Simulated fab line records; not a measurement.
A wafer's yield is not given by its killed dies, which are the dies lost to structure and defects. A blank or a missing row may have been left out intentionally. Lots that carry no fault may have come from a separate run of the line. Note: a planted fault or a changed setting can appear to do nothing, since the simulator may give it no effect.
Which of the tools did it? | flow sky130 | 6 lots with 18 wafers sampled at 4 steps, on a route of 708 steps

## WHAT THE GAUGES READ, wafer by wafer
SKY_VIA3_OVL_MEAS_13.
lot  | measured     | on         | VIA3_OVL (nm)
L746 | day 40 08:00 | overlay-01 | -3 -6 -5
L749 | day 42 06:54 | overlay-02 | 1 2 3
L750 | day 42 13:48 | overlay-01 | -3 -3 1
L754 | day 43 06:21 | overlay-02 | 31 33 30
L757 | day 44 01:40 | overlay-01 | -1 -3 -1
L766 | day 46 03:56 | overlay-02 | 4 4 3

## EACH LOT AND THE TOOL THAT RAN IT (in order: tool; ch and the chambers of the sampled wafers; start)
lot  | SKY_CAPM_CVD_00                 | SKY_VIA3_CMP_02               | SKY_VIA3_EXPOSE_09
L746 | pecvd-03 ch 0,2, day 37 01:21   | cmp-02 ch 1,2,3, day 39 05:19 | krfScanner-01 ch 0, day 39 20:06
L749 | pecvd-01 ch 0,1, day 39 01:26   | cmp-01 ch 0,1, day 41 05:43   | krfScanner-02 ch 0, day 41 19:31
L750 | pecvd-03 ch 0,2, day 39 09:39   | cmp-01 ch 0,1, day 41 12:55   | krfScanner-01 ch 0, day 42 01:45
L754 | pecvd-01 ch 0,1, day 40 03:56   | cmp-01 ch 0,2,3, day 42 06:15 | krfScanner-01 ch 0, day 42 19:25
L757 | pecvd-01 ch 1,2, day 40 23:06   | cmp-02 ch 0,2,3, day 43 02:10 | krfScanner-02 ch 0, day 43 14:13
L766 | pecvd-04 ch 0,1,2, day 43 06:29 | cmp-01 ch 0,2,3, day 45 06:11 | krfScanner-02 ch 0, day 45 18:19
- SKY_CAPM_CVD_00: deposits SiO2, target thk 15.5 nm.
- SKY_VIA3_CMP_02: polishes SiO2.
- SKY_VIA3_EXPOSE_09: exposes mask VIM3, target cd 200 nm.

## THE ANSWER, worked out from the rows above alone
Rule: the lots themselves supply what counts as usual. The widest of any qualifying gaps counts: lots, ordered by their means at a reading, are off when they make up no more than a third of the lots, leave a main group of 4 or more, and stand apart from it by 3 or more times the standard deviation of that group's means. Not used: any main group whose means are identical at the precision the tables above print for the reading. Also off: a lot with no number at a reading for which 4 or more lots have one. Any other lot the step has rows for is counted as sound.
Off: L754, seen at SKY_VIA3_OVL_MEAS_13 (VIA3_OVL). The main group: mean -0 nm, standard deviation 3.
A tool fits if, at a process step before that reading, it ran every lot that is off, and no sound lot after the first of them. Gauges at SKY_VIA3_OVL_MEAS_13: tried the same way as those tools. One fits: krfScanner-01 at SKY_VIA3_EXPOSE_09. A fault onset in the window from L750 (day 42 01:45, its last sound lot) to L754 (day 42 19:25, its first lot off) fits.

## WHAT THE SIMULATOR HAD PUT IN
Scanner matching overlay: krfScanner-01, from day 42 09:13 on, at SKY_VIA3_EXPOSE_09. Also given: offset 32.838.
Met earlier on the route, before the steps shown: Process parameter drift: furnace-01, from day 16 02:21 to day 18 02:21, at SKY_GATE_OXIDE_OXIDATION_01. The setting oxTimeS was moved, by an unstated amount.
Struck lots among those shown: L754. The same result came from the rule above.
